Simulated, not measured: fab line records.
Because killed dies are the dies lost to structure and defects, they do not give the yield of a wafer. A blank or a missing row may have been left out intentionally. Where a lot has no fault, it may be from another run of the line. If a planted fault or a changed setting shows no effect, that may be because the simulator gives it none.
8D (eight disciplines) problem report, filled in by code || flow sky130 || the parts of the form that need people (team, actions taken, sign-off) are left out

== 1. THE PROBLEM ==
Mean of sort_bin_3_pad_short at SKY_PAD_OPEN_PROBE_99: 3.9 % across 2 wafers in 2 lots; on wafers with no fault it is 0.9 % (standard deviation 0.46). Relative to the usual mean, that is a shift of +6.4 standard deviations.
Earliest sighting: wafer L690.1 on prober-01 at day 49 05:37. Wafers with a number at this step in the record: 12, from 4 lots. Rule for "out", or "out of limits": more than 4 standard deviations from the usual mean. All remaining wafers that have a number are taken as sound.

== 2. WHAT IT IS; WHAT IT IS NOT ==
{"question": "which readings at this step", "is": "sort_bin_3_pad_short, killed_at_M0_to_M3", "is not": "killed_at_M4_up, killedAtFrontEnd, killedAtOther, killedShort, sort_bin_6_memory"}
{"question": "which lots", "is": "L690, L691", "is not": "L675, L687"}
{"question": "which wafers of those lots", "is": "L690.1, L691.2", "is not": "L690.4, L690.5, L691.1, L691.3"}
{"question": "read on which tools", "is": "prober-01", "is not": "-"}
{"question": "when", "is": "from day 49 05:37", "is not": "up to then (6 sound wafers); but 4 sound wafers of L690, L691 came after"}

== 3. THE SUSPECTS, EACH WITH WHAT RULES IT OUT ==
Counting: any tool at a process step up to the reading remains a suspect provided it ran every lot that is out. Sound lots after the first of them don't rule it out here, since some wafers of a struck lot are sound.
- rieDiel-03 at SKY_VIA3_ETCH_14 (etches BARC in N2/H2, stops on SiO2, time 45.9 s, target depth 60 nm): kept. Every lot that is out went through it, the first being L690 (day 43 18:13); the last sound lot it ran before that was L687 (day 43 10:43).
- prober-01 at SKY_PAD_OPEN_PROBE_99: kept. Every lot that is out went through it, the first being L690 (day 49 05:37); the last sound lot it ran before that was L687 (day 49 01:15). Its own killed_at_M0_to_M3, sort_bin_3_pad_short readings are out on those wafers.
- In rieDiel-03 at SKY_VIA3_ETCH_14, the wafers that are out were processed in chamber 2 and their sound lot-mates in chambers 0, 1, 3.
Remaining after the count are rieDiel-03 at SKY_VIA3_ETCH_14 and prober-01 at SKY_PAD_OPEN_PROBE_99.

== 4. THE CAUSE (what the simulator had put in) ==
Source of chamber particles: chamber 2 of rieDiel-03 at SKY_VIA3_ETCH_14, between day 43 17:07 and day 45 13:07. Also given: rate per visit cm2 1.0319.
2 suspects survive the count, and this tool is in that group.

== 5. THE CHAIN OF EFFECTS, in route order ==
Rows list readings where the struck wafers' mean (over those with a number) sits beyond 3 standard deviations from the usual. Scope: only readings with a usual standard deviation given in the record; hours: median across lots of the time from each lot's start at the first step in this table that gives one to its start at this step; sigmas: change in usual standard deviations.
{"hours": 0, "step": "SKY_PAD_OPEN_PROBE_99", "reading": "defectLimitedYield", "usual": "82.5 %", "on struck wafers": 75.5, "change": -7.0, "sigmas": -3.7}
{"hours": 0, "step": "SKY_PAD_OPEN_PROBE_99", "reading": "killed_at_M0_to_M3", "usual": 43, "on struck wafers": 89, "change": "+46", "sigmas": "+6.8"}
{"hours": 0, "step": "SKY_PAD_OPEN_PROBE_99", "reading": "killedDies", "usual": 86, "on struck wafers": 120, "change": "+34", "sigmas": "+3.6"}
{"hours": 0, "step": "SKY_PAD_OPEN_PROBE_99", "reading": "sort_bin_3_pad_short", "usual": "0.9 %", "on struck wafers": 3.9, "change": "+3.0", "sigmas": "+6.4"}
{"hours": 0, "step": "SKY_PAD_OPEN_PROBE_99", "reading": "sortNPass", "usual": 406, "on struck wafers": 372, "change": -34, "sigmas": -3.6}
{"hours": 0, "step": "SKY_PAD_OPEN_PROBE_99", "reading": "sortYieldPct", "usual": "82.5 %", "on struck wafers": 75.5, "change": -7.0, "sigmas": -3.7}
Process steps it contains:
- SKY_PAD_OPEN_PROBE_99

== 6. WHAT WOULD HAVE CAUGHT IT SOONER ==
In this record the first reading out of limits was taken at day 49 05:37, 133 hours after the fault began at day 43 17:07.
Of the tool readings at SKY_VIA3_ETCH_14 for which the record gives a usual standard deviation, none was out on any struck wafer, so an alarm limit of 4 standard deviations on them would not have fired.
By day 49 05:37, every lot that is out (2) had started SKY_VIA3_ETCH_14 on rieDiel-03. A hold on the tool at that time would have spared none of them.
